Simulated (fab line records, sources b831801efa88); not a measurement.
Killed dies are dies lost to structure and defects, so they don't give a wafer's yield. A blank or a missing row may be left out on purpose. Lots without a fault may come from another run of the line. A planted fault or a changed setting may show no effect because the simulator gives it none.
Chamber matching | flow gf180mcu | GF_V5_CMP_04 on cmp-02: 4 sister chambers
The step polishes SiO2. 8 wafers are shown with their chamber, then 10 later ones without.

WAFERS WITH THEIR CHAMBER
wafer  | chamber | motor_current_A (A)
L914.3 | 2       | 12.2
L914.6 | 0       | 11.6
L918.2 | 3       | 10.6
L919.1 | 3       | 10.5
L919.4 | 1       | 12.2
L919.6 | 1       | 12.6
L920.1 | 0       | 11.6
L920.4 | 2       | 13.0

WAFERS WITHOUT THEIR CHAMBER
wafer  | motor_current_A (A)
L920.5 | 13.3
L921.2 | 11.3
L921.3 | 13.4
L921.4 | 10.6
L922.1 | 12.3
L922.2 | 12.3
L922.6 | 10.4
L926.1 | 13.4
L926.2 | 10.8
L926.3 | 10.8

WHICH CHAMBER EACH WENT THROUGH
wafer  | from the rows above          | in truth
L920.5 | can't be placed: 2 or 1      | 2
L921.2 | can't be placed: 0 or 3      | 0
L921.3 | can't be placed: 2 or 1      | 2
L921.4 | 3                            | 3
L922.1 | can't be placed: 1 or 2 or 0 | 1
L922.2 | can't be placed: 1 or 2 or 0 | 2
L922.6 | 3                            | 3
L926.1 | can't be placed: 2 or 1      | 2
L926.2 | can't be placed: 3 or 0      | 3
L926.3 | can't be placed: 3 or 0      | 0
Placed correctly: 2 of 10. Can't be placed from these rows: 8 (the true chamber is among the candidates in 8). Placed wrongly: 0.
How it was worked out, from the rows above alone: a wafer's distance from a chamber is the root of the sum, over the readings, of the square of ((its reading less the chamber's mean) divided by the reading's scatter). The wafer belongs to the nearest chamber; if the next one is less than 2 further off, it can't be placed. A chamber's mean is the mean of its shown wafers. The scatter: the root of (the sum of the squares of (reading less its chamber's mean) over the shown wafers, divided by (wafers less chambers)).
